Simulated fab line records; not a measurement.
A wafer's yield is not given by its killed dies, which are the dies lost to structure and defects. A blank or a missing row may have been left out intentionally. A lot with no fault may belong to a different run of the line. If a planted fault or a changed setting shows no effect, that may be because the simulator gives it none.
fab line records	flow sfq_line
record lots=5	wafers=23
route steps=325 shown R5@225 I5@233 C5@240 M6@256 I6@267 M7@285 I7@297
start_h: start of the lot's first displayed wafer, in hours after the record's first day	wait_h: how many hours have passed since the lot's step before this one	" same as the row above	L1.1+2: several wafers, shown together as one row	- no value present, or no start provided	* or withheld: withheld	< > ~ a bound
route shown NAME@n: names a module that has steps shown in the file, with the first one's number in the route	usual: mean and standard deviation over wafers with no fault	same: alike in all rows	chamber/n: place in a boat	sites: each site's reading	_std_site: the standard deviation of these	_edge_site: the outer-site mean with the inner-site mean subtracted	radius_mm: for every site, how far away it sits from the centre of the wafer	mask NAME#n: copy n	behind: the last tool/chamber to shape the wafer	hold: cause of the lot's hold/its duration in hours/its outcome	device: whichever transistor did not switch (one of n, p or np)	end of line: the tests these same wafers got at the end of their route	a step with no rows: only its recipe	killed: not the wafer's yield, but the dies lost to structure and defects at the first sort	map: the dies of a wafer, with x for killed, . for not killed, _ for no die there
set.NAME: the setting the step ran with; set.NAME@STEP: the setting that earlier step ran with	model.NAME: the simulator's own value behind a step, which no gauge read
lots where settings were altered on purpose, with a table for each step and a row for each wafer
## steps
# step SFQ_TRILAYER_R5_ETCH_METAL_ETCH_139
# recipe stop_on=SiO2	mask_material=PR	chemistry=Cl2	target_depth_nm=60	icp_w=600	bias_w=80	pressure_mtorr=10	time_s=40
lot.wafer	tool	chamber	start_h	wait_h	set.bias_w	set.spin_rpm@TRILAYER_R5_LITHO_COAT_136	model.KrF_of_TRILAYER_R5_LITHO_COAT_136.thk_nm
L074.2	rie_metal-01	1	1184.16	0.0	80	3000	498.5
L074.4	"	1	"	"	80	3000	497.3
L074.5	"	1	"	"	80	3000	498
L076.2+4+5	rie_metal-01	1,1,0	1199.76	0.0	80	3000	-
L076.3	"	0	"	"	80	3000	502.9
L076.6	"	1	"	"	80	3000	496.8
L078.1	rie_metal-02	1	1213.16	0.0	73.03	2862	512
L078.2	"	0	"	"	80	2862	-
L078.3	"	0	"	"	73.03	3000	-
L078.4	"	1	"	"	80	3000	497
L078.5	"	0	"	"	73.03	2862	-
L080.2	rie_metal-01	1	1223.96	0.0	80	2809	517
L080.3	"	1	"	"	80	3000	499.9
L080.4	"	0	"	"	80	3000	500.9
L080.5	"	0	"	"	80	3000	502.2
L080.6	"	1	"	"	80	2809	519.1
L083.1	rie_metal-02	0	1240.89	0.0	80	2789	522.5
L083.3	"	1	"	"	82.98	3000	-
L083.4	"	0	"	"	80	3000	-
L083.5	"	0	"	"	82.98	3000	499.6
L083.6	"	1	"	"	82.98	2789	521.8
# step SFQ_TRILAYER_I5_LITHO_PEB_147
# recipe peb_temp_c=115	peb_time_s=60	resist=KrF
lot.wafer	tool	chamber	start_h	wait_h	set.peb_time_s
L074.2+4+5	litho_track-04	0	1304.24	0.8	60
L076.2+3	litho_track-04	0	1319.84	0.8	53.78
L076.4+5+6	"	0	"	"	60
L078.1+4+5	litho_track-01	0	1334.22	1.0	60
L078.2+3	"	0	"	"	68.47
L080.2+4+6	litho_track-04	0	1346.37	0.8	67.33
L080.3+5	"	0	"	"	60
L083.1+3	litho_track-01	0	1369.90	1.0	60
L083.4+5+6	"	0	"	"	66.46
# step SFQ_TRILAYER_I5_LITHO_DEVELOP_146
# recipe time_s=60	resist=KrF
# step SFQ_TRILAYER_I5_BARC_OPEN_VIA_ETCH_200
# recipe mask_material=PR	chemistry=O2	target_depth_nm=125	target=BARC	source_w=500	bias_w=80	pressure_mtorr=30	time_s=41.7
lot.wafer	tool	chamber	start_h	wait_h	set.peb_time_s@TRILAYER_I5_LITHO_PEB_147	model.I5.cd_nm
L074.2	rie_diel-04	3	1304.55	0.0	60	698.8
L074.4	"	2	"	"	60	699.9
L074.5	"	2	"	"	60	699.4
L076.2	rie_diel-04	2	1320.15	0.0	53.78	683.7
L076.3	"	3	"	"	53.78	683.5
L076.4	"	0	"	"	60	697.7
L076.5	"	2	"	"	60	700.2
L076.6	"	3	"	"	60	700
L078.1	rie_diel-04	1	1334.55	0.0	60	702.2
L078.2	"	3	"	"	68.47	719.1
L078.3	"	0	"	"	68.47	719
L078.4	"	2	"	"	60	701
L078.5	"	1	"	"	60	702.6
L080.2	rie_diel-01	0	1346.68	0.0	67.33	715
L080.3	"	2	"	"	60	700.2
L080.4	"	3	"	"	67.33	716.8
L080.5	"	0	"	"	60	700.6
L080.6	"	3	"	"	67.33	716.1
L083.1	rie_diel-01	1	1370.24	0.0	60	698.1
L083.3	"	3	"	"	60	701.1
L083.4	"	2	"	"	66.46	714.4
L083.5	"	1	"	"	66.46	711.9
L083.6	"	2	"	"	66.46	713.5
# step SFQ_TRILAYER_C5_LITHO_COAT_156
# recipe resist=BARC	spin_rpm=3000	resist_thk_nm=62
lot.wafer	tool	chamber	start_h	wait_h	set.resist_thk_nm	model.BARC_of_TRILAYER_C5_LITHO_COAT_156.thk_nm
L074.2	litho_track-03	0	1305.57	0.1	62	61.89
L074.4	"	0	"	"	62	62.04
L074.5	"	0	"	"	62	62.07
L076.2	litho_track-02	0	1321.17	0.1	62	62.18
L076.3	"	0	"	"	62	62.06
L076.4	"	0	"	"	62	62.16
L076.5	"	0	"	"	62	61.95
L076.6	"	0	"	"	62	61.89
L078.1	litho_track-04	0	1336.12	0.0	62	62.12
L078.2	"	0	"	"	62	62.04
L078.3	"	0	"	"	62	62
L078.4	"	0	"	"	63.63	63.6
L078.5	"	0	"	"	63.63	63.71
L080.2	litho_track-02	0	1347.69	0.1	62	62.06
L080.3	"	0	"	"	62	62.04
L080.4	"	0	"	"	62	62.01
L080.5	"	0	"	"	62	61.97
L080.6	"	0	"	"	62	61.99
L083.1	litho_track-02	0	1371.21	0.0	62	62.05
L083.3	"	0	"	"	62	62.23
L083.4	"	0	"	"	62	62.04
L083.5	"	0	"	"	59.28	59.38
L083.6	"	0	"	"	59.28	59.05
# step SFQ_TRILAYER_C5_BARC_OPEN_VIA_ETCH_210
# recipe mask_material=PR	chemistry=O2	target_depth_nm=125	target=BARC	source_w=500	bias_w=80	pressure_mtorr=30	time_s=41.7
lot.wafer	tool	chamber	start_h	wait_h	set.source_w	set.resist_thk_nm@TRILAYER_C5_LITHO_COAT_156	model.etch.depth_nm
L074.2	rie_diel-03	1	1307.80	0.0	500	62	61.89
L074.4	"	0	"	"	500	62	62.04
L074.5	"	2	"	"	500	62	62.07
L076.2+4+5+6	rie_diel-03	1,3,3,0	1323.40	0.0	500	62	-
L076.3	"	0	"	"	500	62	62.06
L078.1	rie_diel-03	1	1338.40	0.0	500	62	62.12
L078.2	"	2	"	"	469	62	-
L078.3	"	0	"	"	500	62	-
L078.4	"	3	"	"	500	63.63	63.6
L078.5	"	1	"	"	469	63.63	-
L080.2	rie_diel-04	0	1369.04	0.0	500	62	-
L080.3	"	3	"	"	466.2	62	62.04
L080.4	"	1	"	"	466.2	62	62.01
L080.5	"	2	"	"	500	62	61.97
L080.6	"	1	"	"	466.2	62	-
L083.1	rie_diel-04	3	1373.49	0.0	500	62	62.05
L083.3	"	0	"	"	515.3	62	-
L083.4	"	2	"	"	500	62	-
L083.5	"	1	"	"	500	59.28	-
L083.6	"	0	"	"	515.3	59.28	59.05
# step SFQ_TRILAYER_M6_LITHO_COAT_159
# recipe resist=KrF	spin_rpm=3000	resist_thk_nm=600
lot.wafer	tool	chamber	start_h	wait_h	set.spin_rpm	model.KrF_of_TRILAYER_M6_LITHO_COAT_159.thk_nm
L074.2	litho_track-02	0	1309.32	0.2	3000	602.2
L074.4	"	0	"	"	3000	599.8
L074.5	"	0	"	"	3000	600.6
L076.2	litho_track-02	0	1324.92	0.2	2892	608.7
L076.3	"	0	"	"	2892	609
L076.4	"	0	"	"	3000	599.3
L076.5	"	0	"	"	3000	599.5
L076.6	"	0	"	"	2892	612.5
L078.1	litho_track-03	0	1339.87	0.2	3000	601
L078.2	"	0	"	"	2842	614.5
L078.3	"	0	"	"	2842	615.8
L078.4	"	0	"	"	3000	600.4
L078.5	"	0	"	"	2842	616.3
L080.2	litho_track-03	0	1370.55	0.2	3000	598.4
L080.3	"	0	"	"	3174	582.1
L080.4	"	0	"	"	3174	581.1
L080.5	"	0	"	"	3000	597.4
L080.6	"	0	"	"	3000	598.5
L083.1	litho_track-02	0	1374.95	0.2	3000	599.2
L083.3	"	0	"	"	3000	598.3
L083.4	"	0	"	"	3000	597.8
L083.5	"	0	"	"	3000	598.9
L083.6	"	0	"	"	3000	598.1
# step SFQ_TRILAYER_M6_LITHO_PEB_162
# recipe peb_temp_c=115	peb_time_s=60	resist=KrF
lot.wafer	tool	chamber	start_h	wait_h	set.peb_time_s
L074.2+4+5	litho_track-02	0	1446.53	0.8	60
L076.2+5+6	litho_track-02	0	1459.73	0.8	66.86
L076.3+4	"	0	"	"	60
L078.1+5	litho_track-02	0	1477.95	1.0	60
L078.2+3+4	"	0	"	"	57.02
L080.2+3+4+5+6	litho_track-02	0	1498.38	0.8	60
L083.1+5+6	litho_track-01	0	1505.55	1.0	57.45
L083.3+4	"	0	"	"	60
# step SFQ_TRILAYER_M6_LITHO_DEVELOP_161
# recipe time_s=60	resist=KrF
# step SFQ_TRILAYER_M6_BARC_OPEN_METAL_ETCH_206
# recipe mask_material=PR	chemistry=O2	target_depth_nm=125	target=BARC	icp_w=600	bias_w=80	pressure_mtorr=10	time_s=41.7
lot.wafer	tool	chamber	start_h	wait_h	set.peb_time_s@TRILAYER_M6_LITHO_PEB_162	model.M6.cd_nm
L074.2	rie_metal-04	0	1446.84	0.0	60	500.9
L074.4	"	1	"	"	60	502.8
L074.5	"	1	"	"	60	501.7
L076.2	rie_metal-02	1	1460.04	0.0	66.86	489.3
L076.3	"	1	"	"	60	504
L076.4	"	0	"	"	60	504.1
L076.5	"	1	"	"	66.86	488.8
L076.6	"	0	"	"	66.86	489.7
L078.1	rie_metal-03	0	1478.29	0.0	60	501.6
L078.2	"	0	"	"	57.02	508.4
L078.3	"	0	"	"	57.02	509.3
L078.4	"	0	"	"	57.02	507.7
L078.5	"	0	"	"	60	501.1
L080.2+3	rie_metal-02	1	1498.69	0.0	60	500.3
L080.4	"	0	"	"	60	501.1
L080.5	"	1	"	"	60	500.5
L080.6	"	0	"	"	60	501.5
L083.1	rie_metal-02	1	1505.89	0.0	57.45	505.3
L083.3	"	0	"	"	60	499.7
L083.4	"	1	"	"	60	499.2
L083.5	"	0	"	"	57.45	507.5
L083.6	"	1	"	"	57.45	505
# step SFQ_TRILAYER_M6_ETCH_METAL_ETCH_162
# recipe target=Nb	stop_on=SiO2	mask_material=PR	chemistry=Cl2/Ar	target_depth_nm=240	icp_w=600	bias_w=80	pressure_mtorr=10	time_s=120
lot.wafer	tool	chamber	start_h	wait_h	set.spin_rpm@TRILAYER_M6_LITHO_COAT_159	set.peb_time_s@TRILAYER_M6_LITHO_PEB_162	model.KrF_of_TRILAYER_M6_LITHO_COAT_159.thk_nm	model.M6.cd_nm
L074.2	rie_metal-04	0	1446.90	0.0	3000	60	387.3	501.4
L074.4	"	1	"	"	3000	60	383.7	505.2
L074.5	"	1	"	"	3000	60	384.9	504.1
L076.2	rie_metal-02	1	1460.10	0.0	2892	66.86	389.3	489.4
L076.3	"	1	"	"	2892	60	390	504.1
L076.4	"	0	"	"	3000	60	385.7	505.3
L076.5	"	1	"	"	3000	66.86	380.6	489.2
L076.6	"	0	"	"	2892	66.86	398.8	490.8
L078.1	rie_metal-03	0	1478.41	0.1	3000	60	385.4	501.8
L078.2	"	0	"	"	2842	57.02	397.6	508.8
L078.3	"	0	"	"	2842	57.02	398.8	509.8
L078.4	"	0	"	"	3000	57.02	383.8	509.9
L078.5	"	0	"	"	2842	60	398.7	503.2
L080.2	rie_metal-02	1	1498.75	0.0	3000	60	380.6	500.9
L080.3	"	1	"	"	3174	60	363.6	500.4
L080.4	"	0	"	"	3174	60	366.3	503.6
L080.5	"	1	"	"	3000	60	380.1	500.3
L080.6	"	0	"	"	3000	60	383.5	503.8
L083.1	rie_metal-02	1	1505.95	0.0	3000	57.45	379	504.3
L083.3	"	0	"	"	3000	60	381.8	500.7
L083.4	"	1	"	"	3000	60	378.5	497.4
L083.5	"	0	"	"	3000	57.45	383.9	509
L083.6	"	1	"	"	3000	57.45	378.6	504.2
# step SFQ_TRILAYER_I6_CMP_CMP_166
# recipe material=SiO2	down_force_psi=3	platen_rpm=60	pad_velocity_m_s=0.94248
lot.wafer	tool	chamber	start_h	wait_h	set.leave_above_ref_nm	model.SiO2_of_TRILAYER_I6_DEP_PECVD_165.thk_nm
L074.2	cmp-01	2	1447.88	0.0	200	199.6
L074.4	"	3	"	"	200	200
L074.5	"	2	1449.88	2.0	200	200.6
L076.2	cmp-01	2	1461.08	0.0	200	200.6
L076.4	"	3	"	"	200	200
L076.3	"	1	1462.58	1.5	200	200.7
L076.6	"	2	"	"	200	200.2
L076.5	"	3	"	"	200	199.9
L078.4	cmp-02	2	1480.11	0.0	200	201.2
L078.1	"	3	"	"	200	200.6
L078.2	"	0	"	"	195.3	194.8
L078.3	"	1	"	"	195.3	194.4
L078.5	"	3	1482.61	2.5	200	201.4
L080.2	cmp-02	2	1500.23	0.5	200	202.8
L080.3	"	3	"	"	207.3	207.1
L080.4	"	0	"	"	200	199.4
L080.6	"	1	"	"	207.3	207
L080.5	"	2	"	"	207.3	209.1
L083.3	cmp-02	2	1506.94	0.0	200	202.2
L083.4	"	0	1507.94	1.0	200	199.8
L083.1	"	1	"	"	200	200
L083.6	"	2	"	"	200	201.7
L083.5	"	3	"	"	200	200.5
# step SFQ_TRILAYER_I6_METRO_MEASURE_167
# usual thk_nm=200.3/1.2
lot.wafer	tool	chamber	start_h	wait_h	set.leave_above_ref_nm@TRILAYER_I6_CMP_CMP_166	thk_nm
L074.2	film_metro-04	-	1451.20	0.3	200	199.6
L074.4	"	-	"	"	200	199.9
L074.5	"	-	"	"	200	200.8
L076.2	film_metro-03	-	1464.40	0.3	200	200.7
L076.3	"	-	"	"	200	200.8
L076.4	"	-	"	"	200	200.2
L076.5	"	-	"	"	200	199.8
L076.6	"	-	"	"	200	200.3
L078.1	film_metro-04	-	1483.23	0.1	200	200.5
L078.2	"	-	"	"	195.3	194.7
L078.3	"	-	"	"	195.3	194.5
L078.4	"	-	"	"	200	201.2
L078.5	"	-	"	"	200	201.3
L080.2	film_metro-01	-	1503.05	0.3	200	202.7
L080.3	"	-	"	"	207.3	207.1
L080.4	"	-	"	"	200	199.5
L080.5	"	-	"	"	207.3	209.2
L080.6	"	-	"	"	207.3	207.0
L083.1	film_metro-03	-	1510.06	0.1	200	200.1
L083.3	"	-	"	"	200	202.3
L083.4	"	-	"	"	200	199.9
L083.5	"	-	"	"	200	200.4
L083.6	"	-	"	"	200	201.9
# step SFQ_TRILAYER_I6_VIA_LITHO_COAT_174
# recipe resist=BARC	spin_rpm=3000	resist_thk_nm=62
lot.wafer	tool	chamber	start_h	wait_h	set.resist_thk_nm	model.BARC_of_TRILAYER_I6_VIA_LITHO_COAT_174.thk_nm
L074.2	litho_track-04	0	1452.25	0.8	62	61.99
L074.4	"	0	"	"	62	62.13
L074.5	"	0	"	"	62	62
L076.2	litho_track-04	0	1465.45	0.8	63.34	63.38
L076.3	"	0	"	"	62	62.11
L076.4	"	0	"	"	63.34	63.56
L076.5	"	0	"	"	63.34	63.37
L076.6	"	0	"	"	62	61.94
L078.1	litho_track-02	0	1484.43	1.0	62	61.69
L078.2	"	0	"	"	59.76	59.6
L078.3	"	0	"	"	62	61.9
L078.4	"	0	"	"	59.76	59.49
L078.5	"	0	"	"	62	61.76
L080.2	litho_track-02	0	1504.10	0.8	62	62.16
L080.3	"	0	"	"	62	62.04
L080.4	"	0	"	"	58.45	58.46
L080.5	"	0	"	"	58.45	58.49
L080.6	"	0	"	"	62	62
L083.1	litho_track-04	0	1511.26	1.0	62	61.85
L083.3	"	0	"	"	62	61.87
L083.4	"	0	"	"	59.03	58.89
L083.5	"	0	"	"	59.03	58.92
L083.6	"	0	"	"	62	62.07
# step SFQ_TRILAYER_I6_VIA_LITHO_COAT_169
# recipe resist=KrF	spin_rpm=3000	resist_thk_nm=650
# step SFQ_TRILAYER_I6_VIA_LITHO_SOFTBAKE_173
# recipe temp_c=withheld	time_s=withheld	resist=KrF
# step SFQ_TRILAYER_I6_VIA_LITHO_DEVELOP_171
# recipe time_s=60	resist=KrF
# step SFQ_TRILAYER_I6_VIA_BARC_OPEN_VIA_ETCH_235
# recipe mask_material=PR	chemistry=O2	target_depth_nm=125	target=BARC	source_w=500	bias_w=80	pressure_mtorr=30	time_s=41.7
lot.wafer	tool	chamber	start_h	wait_h	set.resist_thk_nm@TRILAYER_I6_VIA_LITHO_COAT_174	model.etch.depth_nm
L074.2	rie_diel-04	3	1575.61	0.0	62	61.99
L074.4	"	0	"	"	62	62.13
L074.5	"	2	"	"	62	62
L076.2+4+5	rie_diel-04	2,3,0	1587.61	0.0	63.34	-
L076.3	"	1	"	"	62	62.11
L076.6	"	3	"	"	62	-
L078.1	rie_diel-01	3	1603.39	0.0	62	61.69
L078.2	"	0	"	"	59.76	-
L078.3+5	"	1,0	"	"	62	-
L078.4	"	2	"	"	59.76	59.49
L080.2+6	rie_diel-01	2,3	1621.39	0.0	62	-
L080.3	"	0	"	"	62	62.04
L080.4	"	1	"	"	58.45	58.46
L080.5	"	2	"	"	58.45	58.49
L083.1	rie_diel-02	2	1628.59	0.0	62	61.85
L083.3	"	1	"	"	62	-
L083.4+5	"	3,1	"	"	59.03	-
L083.6	"	2	"	"	62	62.07
# step SFQ_TRILAYER_I6_VIA_ETCH_VIA_ETCH_172
# recipe target=SiO2	stop_on=Nb	mask_material=PR	taper_deg=20	chemistry=CHF3	target_depth_nm=260	source_w=500	bias_w=80	pressure_mtorr=30	time_s=withheld
lot.wafer	tool	chamber	start_h	wait_h	set.bias_w	set.leave_above_ref_nm@TRILAYER_I6_CMP_CMP_166	model.I6.feature_depth_nm
L074.2	rie_diel-04	3	1575.65	0.0	80	200	199.6
L074.4	"	0	"	"	80	200	200
L074.5	"	2	"	"	80	200	200.6
L076.2	rie_diel-04	2	1587.65	0.0	80	200	200.6
L076.3	"	1	"	"	86.84	200	201.4
L076.4	"	3	"	"	86.84	200	200.7
L076.5	"	0	"	"	80	200	199.9
L076.6	"	3	"	"	86.84	200	200.9
L078.1	rie_diel-01	3	1603.43	0.0	80	200	200.6
L078.2	"	0	"	"	80	195.3	194.8
L078.3	"	1	"	"	80	195.3	194.4
L078.4	"	2	"	"	80	200	201.2
L078.5	"	0	"	"	80	200	201.4
L080.2	rie_diel-01	2	1621.43	0.0	80	200	202.8
L080.3	"	0	"	"	80	207.3	207.1
L080.4	"	1	"	"	80	200	199.4
L080.5	"	2	"	"	80	207.3	209.1
L080.6	"	3	"	"	80	207.3	207
L083.1	rie_diel-02	2	1628.63	0.0	80	200	200
L083.3	"	1	"	"	74.99	200	202.2
L083.4	"	3	"	"	74.99	200	199.8
L083.5	"	1	"	"	80	200	200.5
L083.6	"	2	"	"	74.99	200	201.7
# step SFQ_TRILAYER_M7_LITHO_COAT_182
# recipe resist=BARC	spin_rpm=3000	resist_thk_nm=62
lot.wafer	tool	chamber	start_h	wait_h	set.resist_thk_nm	model.BARC_of_TRILAYER_M7_LITHO_COAT_182.thk_nm
L074.2	litho_track-01	0	1576.91	0.1	62	62.03
L074.4	"	0	"	"	62	62.04
L074.5	"	0	"	"	62	61.85
L076.2	litho_track-04	0	1588.89	0.1	63.8	64.05
L076.3	"	0	"	"	62	62.15
L076.4	"	0	"	"	63.8	63.89
L076.5	"	0	"	"	62	62.19
L076.6	"	0	"	"	62	62.24
L078.1	litho_track-04	0	1604.63	0.1	62	62.26
L078.2+4	"	0	"	"	62	62.34
L078.3	"	0	"	"	62	62.25
L078.5	"	0	"	"	62	62.46
L080.2	litho_track-01	0	1622.68	0.1	62	62.03
L080.3+5	"	0	"	"	58.8	58.84
L080.4	"	0	"	"	58.8	58.85
L080.6	"	0	"	"	62	62.08
L083.1	litho_track-01	0	1629.99	0.1	60.67	60.84
L083.3	"	0	"	"	60.67	60.54
L083.4	"	0	"	"	62	61.97
L083.5	"	0	"	"	62	62
L083.6	"	0	"	"	62	61.86
# step SFQ_TRILAYER_I7_CMP_CMP_184
# recipe material=SiO2	down_force_psi=3	platen_rpm=60	pad_velocity_m_s=0.94248
lot.wafer	tool	chamber	start_h	wait_h	set.leave_above_ref_nm	model.SiO2_of_TRILAYER_I7_DEP_PECVD_183.thk_nm
L074.2	cmp-01	0	1687.23	0.0	200	198.7
L074.4	"	1	"	"	200	199.9
L074.5	"	1	1689.73	2.5	200	200.9
L076.4	cmp-02	1	1696.62	0.0	188.5	187
L076.2	"	3	1697.62	1.0	200	198.7
L076.3	"	0	"	"	200	197.7
L076.5	"	1	"	"	200	197.3
L076.6	"	2	"	"	188.5	188.4
L078.2	cmp-01	2	1719.54	0.0	200	199.7
L078.4	"	3	"	"	211.4	210.4
L078.3	"	0	"	"	211.4	211.3
L078.1	"	1	"	"	200	198.7
L078.5	"	2	"	"	200	201.2
L080.4	cmp-02	3	1731.96	1.4	200	199.7
L080.3	"	0	"	"	200	199.5
L080.2	"	2	1733.46	2.9	200	201.3
L080.5	"	3	"	"	195.1	195.2
L080.6	"	0	"	"	195.1	194.6
L083.3	cmp-01	1	1739.56	0.0	200	200.3
L083.4+6	"	3,1	1740.56	1.0	200	200.4
L083.1	"	0	"	"	200	198.8
L083.5	"	2	1742.06	2.5	200	199.7
# step SFQ_TRILAYER_I7_METRO_MEASURE_185
# usual thk_nm=199.9/1.1
lot.wafer	tool	chamber	start_h	wait_h	set.leave_above_ref_nm@TRILAYER_I7_CMP_CMP_184	thk_nm
L074.2	film_metro-01	-	1690.55	0.3	200	198.7
L074.4	"	-	"	"	200	200.0
L074.5	"	-	"	"	200	200.9
L076.2	film_metro-02	-	1699.94	0.3	200	198.8
L076.3	"	-	"	"	200	197.4
L076.4	"	-	"	"	188.5	186.9
L076.5	"	-	"	"	200	197.2
L076.6	"	-	"	"	188.5	188.3
L078.1	film_metro-04	-	1722.66	0.1	200	198.6
L078.2	"	-	"	"	200	199.7
L078.3	"	-	"	"	211.4	211.2
L078.4	"	-	"	"	211.4	210.3
L078.5	"	-	"	"	200	201.3
L080.2	film_metro-04	-	1735.28	0.3	200	201.3
L080.3	"	-	"	"	200	199.4
L080.4	"	-	"	"	200	199.7
L080.5	"	-	"	"	195.1	195.1
L080.6	"	-	"	"	195.1	194.6
L083.1	film_metro-02	-	1742.68	0.1	200	198.8
L083.3	"	-	"	"	200	200.5
L083.4	"	-	"	"	200	200.4
L083.5	"	-	"	"	200	199.8
L083.6	"	-	"	"	200	200.6
## key
split step=SFQ_TRILAYER_R5_ETCH_METAL_ETCH_139	setting=bias_w	stated=80	by=wafer
response none clear
split step=SFQ_TRILAYER_I5_LITHO_PEB_147	setting=peb_time_s	stated=60	by=wafer
response step=SFQ_TRILAYER_I5_BARC_OPEN_VIA_ETCH_200	reading=model.I5.cd_nm	change=+1.3	per=1%	r=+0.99
split step=SFQ_TRILAYER_C5_LITHO_COAT_156	setting=resist_thk_nm	stated=62	by=wafer
response step=SFQ_TRILAYER_C5_LITHO_COAT_156	reading=model.BARC_of_TRILAYER_C5_LITHO_COAT_156.thk_nm	change=+0.646	per=1%	r=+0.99
response step=SFQ_TRILAYER_C5_BARC_OPEN_VIA_ETCH_210	reading=model.etch.depth_nm	change=+0.651	per=1%	r=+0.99
split step=SFQ_TRILAYER_C5_BARC_OPEN_VIA_ETCH_210	setting=source_w	stated=500	by=wafer
response none clear
split step=SFQ_TRILAYER_M6_LITHO_COAT_159	setting=spin_rpm	stated=3000	by=wafer
response step=SFQ_TRILAYER_M6_LITHO_COAT_159	reading=model.KrF_of_TRILAYER_M6_LITHO_COAT_159.thk_nm	change=-2.86	per=1%	r=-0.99
response step=SFQ_TRILAYER_M6_ETCH_METAL_ETCH_162	reading=model.KrF_of_TRILAYER_M6_LITHO_COAT_159.thk_nm	change=-2.72	per=1%	r=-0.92
split step=SFQ_TRILAYER_M6_LITHO_PEB_162	setting=peb_time_s	stated=60	by=wafer
response step=SFQ_TRILAYER_M6_BARC_OPEN_METAL_ETCH_206	reading=model.M6.cd_nm	change=-1.34	per=1%	r=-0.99
response step=SFQ_TRILAYER_M6_ETCH_METAL_ETCH_162	reading=model.M6.cd_nm	change=-1.35	per=1%	r=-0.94
split step=SFQ_TRILAYER_I6_CMP_CMP_166	setting=leave_above_ref_nm	stated=200	by=wafer
response step=SFQ_TRILAYER_I6_CMP_CMP_166	reading=model.SiO2_of_TRILAYER_I6_DEP_PECVD_165.thk_nm	change=+2.09	per=1%	r=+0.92
response step=SFQ_TRILAYER_I6_METRO_MEASURE_167	reading=thk_nm	change=+2.09	per=1%	r=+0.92
response step=SFQ_TRILAYER_I6_VIA_ETCH_VIA_ETCH_172	reading=model.I6.feature_depth_nm	change=+2.09	per=1%	r=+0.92
split step=SFQ_TRILAYER_I6_VIA_LITHO_COAT_174	setting=resist_thk_nm	stated=62	by=wafer
response step=SFQ_TRILAYER_I6_VIA_LITHO_COAT_174	reading=model.BARC_of_TRILAYER_I6_VIA_LITHO_COAT_174.thk_nm	change=+0.629	per=1%	r=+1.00
response step=SFQ_TRILAYER_I6_VIA_BARC_OPEN_VIA_ETCH_235	reading=model.etch.depth_nm	change=+0.619	per=1%	r=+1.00
split step=SFQ_TRILAYER_I6_VIA_ETCH_VIA_ETCH_172	setting=bias_w	stated=80	by=wafer
response none clear
split step=SFQ_TRILAYER_M7_LITHO_COAT_182	setting=resist_thk_nm	stated=62	by=wafer
response step=SFQ_TRILAYER_M7_LITHO_COAT_182	reading=model.BARC_of_TRILAYER_M7_LITHO_COAT_182.thk_nm	change=+0.616	per=1%	r=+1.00
split step=SFQ_TRILAYER_I7_CMP_CMP_184	setting=leave_above_ref_nm	stated=200	by=wafer
response step=SFQ_TRILAYER_I7_CMP_CMP_184	reading=model.SiO2_of_TRILAYER_I7_DEP_PECVD_183.thk_nm	change=+1.87	per=1%	r=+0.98
response step=SFQ_TRILAYER_I7_METRO_MEASURE_185	reading=thk_nm	change=+1.87	per=1%	r=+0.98
split outside_this_file step=SFQ_TRILAYER_R5_LITHO_COAT_136 setting=spin_rpm
# split outside_this_file: this setting was split too, and the file shows its column; the key of that split is in another file
